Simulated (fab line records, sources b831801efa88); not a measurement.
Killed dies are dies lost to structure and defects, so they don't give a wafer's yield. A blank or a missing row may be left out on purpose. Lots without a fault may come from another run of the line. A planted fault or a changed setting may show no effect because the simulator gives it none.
Chamber matching | flow sky130 | SKY_VIA4_CMP_21 on cmp-02: 3 sister chambers
The step polishes, stops on SiO2, t overpolish 25 s, target thk 0 nm. 3 wafers are shown with their chamber, then 6 later ones without.

WAFERS WITH THEIR CHAMBER
wafer  | chamber | motor_current_A (A)
L893.1 | 1       | 10.6
L893.5 | 2       | 10.8
L894.1 | 3       | 10.8

WAFERS WITHOUT THEIR CHAMBER
wafer  | motor_current_A (A)
L894.4 | 11.5
L894.6 | 11.1
L896.4 | 10.9
L896.6 | 11.0
L898.1 | 10.3
L898.3 | 11.0

WHICH CHAMBER EACH WENT THROUGH
wafer  | from the rows above          | in truth
L894.4 | can't be placed: 2 or 3 or 1 | 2
L894.6 | can't be placed: 2 or 3 or 1 | 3
L896.4 | can't be placed: 2 or 3 or 1 | 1
L896.6 | can't be placed: 2 or 3 or 1 | 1
L898.1 | can't be placed: 1 or 2 or 3 | 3
L898.3 | can't be placed: 2 or 3 or 1 | 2
Placed correctly: 0 of 6. Can't be placed from these rows: 6 (the true chamber is among the candidates in 6). Placed wrongly: 0.
How it was worked out, from the rows above alone: a wafer's distance from a chamber is the root of the sum, over the readings, of the square of ((its reading less the chamber's mean) divided by the reading's scatter). The wafer belongs to the nearest chamber; if the next one is less than 2 further off, it can't be placed. A chamber's mean is the mean of its shown wafers. The scatter: with one shown wafer a chamber, the root of the mean of the squares of how far each hidden wafer lies from its nearest shown one.
